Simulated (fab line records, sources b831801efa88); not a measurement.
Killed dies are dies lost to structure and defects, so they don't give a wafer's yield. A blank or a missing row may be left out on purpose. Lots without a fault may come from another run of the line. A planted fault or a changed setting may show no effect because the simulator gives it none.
Tool commonality check | flow sky130 | 13 lots, 39 wafers sampled

WHY IT WAS OPENED
At SKY_RES_XHIGH_TW_MEAS_09 the reading RES_XHIGH_TW is flagged on 1 of 13 lots. Wafers without a fault read 1636, standard deviation 9.6.
Rule: a lot is flagged when every wafer of it that has a number lies more than 4 standard deviations from that mean, or none has a number. The other lots count as sound.

lot  | measured     | on            | RES_XHIGH_TW, wafer by wafer | flag
L488 | day 27 04:08 | film_metro-03 | 1625 1616 1626               |
L489 | day 27 14:40 | film_metro-01 | 1641 1642 1639               |
L490 | day 27 16:13 | film_metro-03 | 1623 1630 1622               |
L491 | day 28 00:29 | film_metro-02 | 1633 1625 1639               |
L492 | day 29 17:37 | film_metro-01 | 1649 1639 1643               |
L494 | day 29 20:44 | film_metro-01 | 1644 1637 1640               |
L493 | day 29 21:41 | film_metro-03 | 1611 1609 1617               |
L497 | day 31 04:25 | film_metro-01 | 1643 1639 1640               |
L496 | day 31 05:53 | film_metro-01 | 1631 1642 1635               |
L498 | day 32 07:32 | film_metro-02 | 1635 1639 1625               |
L500 | day 32 09:22 | film_metro-02 | 1632 1638 1646               |
L505 | day 33 06:08 | film_metro-03 | 1628 1639 1640               |
L509 | day 33 23:22 | film_metro-01 | 30 30 30                     | FLAGGED
The numbers of the flagged lots are 30 on average: -1606 against the usual, or -99 or more standard deviations.

WHICH TOOL RAN EACH LOT
The record holds 2 process steps before the reading, out of a route of 708 steps. In each cell: the tool, then ch and the chambers that the sampled wafers went through, then the start.
lot  | flag    | SKY_SD_P_STRIP_10                    | SKY_RES_XHIGH_STRIP_08
L488 |         | plasma_asher-01 ch 0, day 25 21:54   | plasma_asher-01 ch 0,1, day 27 04:02
L489 |         | plasma_asher-04 ch 0,1, day 26 09:04 | plasma_asher-03 ch 0,1, day 27 14:34
L490 |         | plasma_asher-04 ch 0, day 26 11:19   | plasma_asher-03 ch 0,1, day 27 16:07
L491 |         | plasma_asher-03 ch 0,1, day 26 19:21 | plasma_asher-01 ch 1, day 28 00:23
L492 |         | plasma_asher-01 ch 0,1, day 28 13:22 | plasma_asher-01 ch 0,1, day 29 17:31
L494 |         | plasma_asher-03 ch 0,1, day 28 16:58 | plasma_asher-03 ch 0,1, day 29 20:38
L493 |         | plasma_asher-01 ch 0,1, day 28 17:26 | plasma_asher-03 ch 0,1, day 29 21:35
L497 |         | plasma_asher-03 ch 0,1, day 30 00:10 | plasma_asher-02 ch 0,1, day 31 04:19
L496 |         | plasma_asher-04 ch 0,1, day 30 01:48 | plasma_asher-02 ch 0,1, day 31 05:47
L498 |         | plasma_asher-04 ch 0,1, day 31 04:22 | plasma_asher-03 ch 0,1, day 32 07:26
L500 |         | plasma_asher-04 ch 0,1, day 31 06:06 | plasma_asher-03 ch 0,1, day 32 09:16
L505 |         | plasma_asher-01 ch 0,1, day 32 02:46 | plasma_asher-01 ch 0,1, day 33 06:01
L509 | FLAGGED | plasma_asher-04 ch 0,1, day 32 19:46 | plasma_asher-02 ch 0,1, day 33 23:16
What these steps do:
- SKY_SD_P_STRIP_10: strips in O2/N2.
- SKY_RES_XHIGH_STRIP_08: strips in O2/N2.
- SKY_RES_XHIGH_TW_MEAS_09

FLAGGED OVER TOTAL, TOOL BY TOOL (the gauges that took the reading come last)
step                     | tool            | lots run | flagged | share of the flagged lots | sound lots run after its first flagged lot
SKY_SD_P_STRIP_10        | plasma_asher-01 | 4        | 0       | none                      | -
SKY_SD_P_STRIP_10        | plasma_asher-03 | 3        | 0       | none                      | -
SKY_SD_P_STRIP_10        | plasma_asher-04 | 6        | 1       | all                       | 0
SKY_RES_XHIGH_STRIP_08   | plasma_asher-01 | 4        | 0       | none                      | -
SKY_RES_XHIGH_STRIP_08   | plasma_asher-02 | 3        | 1       | all                       | 0
SKY_RES_XHIGH_STRIP_08   | plasma_asher-03 | 6        | 0       | none                      | -
SKY_RES_XHIGH_TW_MEAS_09 | film_metro-01   | 6        | 1       | all                       | 0
SKY_RES_XHIGH_TW_MEAS_09 | film_metro-02   | 3        | 0       | none                      | -
SKY_RES_XHIGH_TW_MEAS_09 | film_metro-03   | 4        | 0       | none                      | -

WHAT THE TABLE ALLOWS
3 rows of the table ran every flagged lot: plasma_asher-04 at SKY_SD_P_STRIP_10, plasma_asher-02 at SKY_RES_XHIGH_STRIP_08, film_metro-01 at SKY_RES_XHIGH_TW_MEAS_09.
- plasma_asher-04 at SKY_SD_P_STRIP_10: 1 of its 6 lots flagged. Its last sound lot is L500 (day 31 06:06), its first flagged lot L509 (day 32 19:46): a fault that began between those two fits. On the flagged lots its readings are blank where sound lots have values: strip_time_to_endpoint_s.
- plasma_asher-02 at SKY_RES_XHIGH_STRIP_08: 1 of its 3 lots flagged. Its last sound lot is L496 (day 31 05:47), its first flagged lot L509 (day 33 23:16): a fault that began between those two fits. Its own readings lie more than 4 standard deviations out on every wafer of the flagged lots: strip_time_to_endpoint_s.
- film_metro-01 at SKY_RES_XHIGH_TW_MEAS_09: 1 of its 6 lots flagged. Its last sound lot is L496 (day 31 05:53), its first flagged lot L509 (day 33 23:22): a fault that began between those two fits.
Counting lots can't tell these 3 tools apart, because each fits a fault that began at some hour. More lots, or a look at what each step does to the wafer, might.

WHAT THE SIMULATOR HAD PUT IN
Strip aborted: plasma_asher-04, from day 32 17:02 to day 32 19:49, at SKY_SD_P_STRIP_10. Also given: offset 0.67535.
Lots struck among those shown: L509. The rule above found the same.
